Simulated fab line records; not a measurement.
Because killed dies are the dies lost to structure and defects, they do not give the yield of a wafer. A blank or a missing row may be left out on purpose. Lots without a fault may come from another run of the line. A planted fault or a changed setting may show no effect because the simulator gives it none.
The same fault as seen by 2 desks    flow gf180mcu    what lay behind the numbers comes last; until then each desk has only its own

FOR THE TOOL OWNER'S DESK: plasmaAsher-01
The tool's own readings at GF_VT_IMPLANT_STRIP_20 (strips in O2/N2): means of the sampled wafers that have a number, for each lot that ran on this tool. The brackets show how far a lot's mean lies from the usual mean; more than 4 standard deviations puts the lot out of limits, marked OUT.
Columns: A = drypumpMotorCurrentA at GF_VT_IMPLANT_STRIP_20, usual 5.73 A; B = heaterPowerW at GF_VT_IMPLANT_STRIP_20, usual 358 W; C = oesProductAu at GF_VT_IMPLANT_STRIP_20, usual 0.716 a.u.; D = stripTimeToEndpointS at GF_VT_IMPLANT_STRIP_20, usual 12.63 s
lot   first seen here  A     B    C      D
L553  day 6 05:05      5.92  508  0.718  12.66
L563  day 9 00:34      5.86  445  0.712  12.55
L566  day 9 18:04      5.82  398  0.719  12.64
This desk found nothing out of limits on any of the 3 lots.

METROLOGY DESK
What the gauges read for every lot (on any tool): the sampled wafers with a number, averaged. The brackets show how far a lot's mean lies from the usual mean; more than 4 standard deviations puts the lot out of limits, marked OUT.
Columns: A = V5_CVD_02_THK at GF_V5_THK_MEAS_03, usual 1450 nm
lot   first seen here  A
L553  day 26 04:46     1452
L554  day 26 08:29     1442
L556  day 26 23:32     1473
L557  day 27 09:26     1458
L559  day 28 04:10     1451
L563  day 29 13:13     1450
L564  day 29 21:35     1428
L566  day 30 03:50     1442
L570  day 31 06:38     1448
L573  day 32 02:07     1444
L575  day 32 21:17     1470
L576  day 32 23:02     1439
This desk found nothing out of limits on any of the 12 lots.

BROUGHT TOGETHER
The tool owner's desk saw nothing out of limits.
Nothing out of limits was seen by the metrology desk.

WHAT WAS PUT IN BY THE SIMULATOR
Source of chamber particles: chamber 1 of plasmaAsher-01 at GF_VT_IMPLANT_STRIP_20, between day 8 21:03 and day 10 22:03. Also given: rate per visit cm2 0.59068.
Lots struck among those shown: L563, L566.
